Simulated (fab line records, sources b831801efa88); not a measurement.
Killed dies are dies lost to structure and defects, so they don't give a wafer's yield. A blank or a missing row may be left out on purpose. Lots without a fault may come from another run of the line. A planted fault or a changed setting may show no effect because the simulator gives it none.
Problem report in the 8D (eight disciplines) form, filled by code | flow sky130 | the parts of the form that need people (team, actions taken, sign-off) are left out

1. THE PROBLEM
rf_fwd_power_W at SKY_VIA1_ETCH_15 reads a mean of 1725 W on 6 wafers of 2 lots; wafers without a fault read 1487 W with a standard deviation of 5.5. That is +43 standard deviations from the usual mean.
The step: etches SiO2 in C4F8/O2/Ar, stops on TiN, target depth 351 nm, time 54 s.
First seen on wafer L837.1, day 37 16:22, on rie_diel-04. The record holds 36 wafers of 12 lots with a number at this step. Rule for "out", or "out of limits": more than 4 standard deviations from the usual mean. The other wafers with a number count as sound.

2. WHAT IT IS AND WHAT IT IS NOT
question                    | is                     | is not
which readings at this step | rf_fwd_power_W         | chamber_pressure_mTorr
which lots                  | L837, L838             | L828, L829, L830, L831, L832, L845, L848, L849, L850, L851
which wafers of those lots  | all that have a number | -
read on which tools         | rie_diel-04            | rie_diel-01, rie_diel-03
when                        | from day 37 16:22      | up to then (15 sound wafers); but 15 sound wafers of L845, L848, L849, L850, L851 came after

3. SUSPECTS, AND WHAT RULES EACH OUT
Counting: a tool at a process step up to the reading stays a suspect if it ran every lot that is out and no sound lot after the first of them.
- pvd_sputter-03 at SKY_CONTACT_SPUTTER_23 (material TiN, target thk 20 nm, time 80 s): ruled out as a lasting fault. Sound lots L845 ran on it after its first lot that is out, L837 (day 35 09:03).
- rie_diel-04 at SKY_VIA1_ETCH_15 (etches SiO2 in C4F8/O2/Ar, stops on TiN, target depth 351 nm, time 54 s): ruled out as a lasting fault. Sound lots L851, L850 ran on it after its first lot that is out, L837 (day 37 16:22).
Left after counting: nothing in the record.

4. THE CAUSE (what the simulator had put in)
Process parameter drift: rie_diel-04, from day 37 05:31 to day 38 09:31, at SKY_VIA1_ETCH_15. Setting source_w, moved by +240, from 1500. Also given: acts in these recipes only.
Counting ruled it out, wrongly.

5. THE CHAIN OF EFFECTS, in route order
Each row: a reading whose mean over the struck wafers that have a number lies more than 3 standard deviations from the usual. Only readings for which the record gives a usual standard deviation are gone through. hours: the time from each lot's start at the first step in this table that gives one to its start at this step, as a median over the lots. sigmas: the change in usual standard deviations.
hours | step             | reading        | usual  | on struck wafers | change | sigmas
0     | SKY_VIA1_ETCH_15 | rf_fwd_power_W | 1487 W | 1725             | +238   | +43
The process steps in it:
- SKY_VIA1_ETCH_15: etches SiO2 in C4F8/O2/Ar, stops on TiN, target depth 351 nm, time 54 s.

6. WHAT WOULD HAVE CAUGHT IT SOONER
In this record the first reading out of limits was taken at day 37 16:22, 11 hours after the fault began at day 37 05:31.
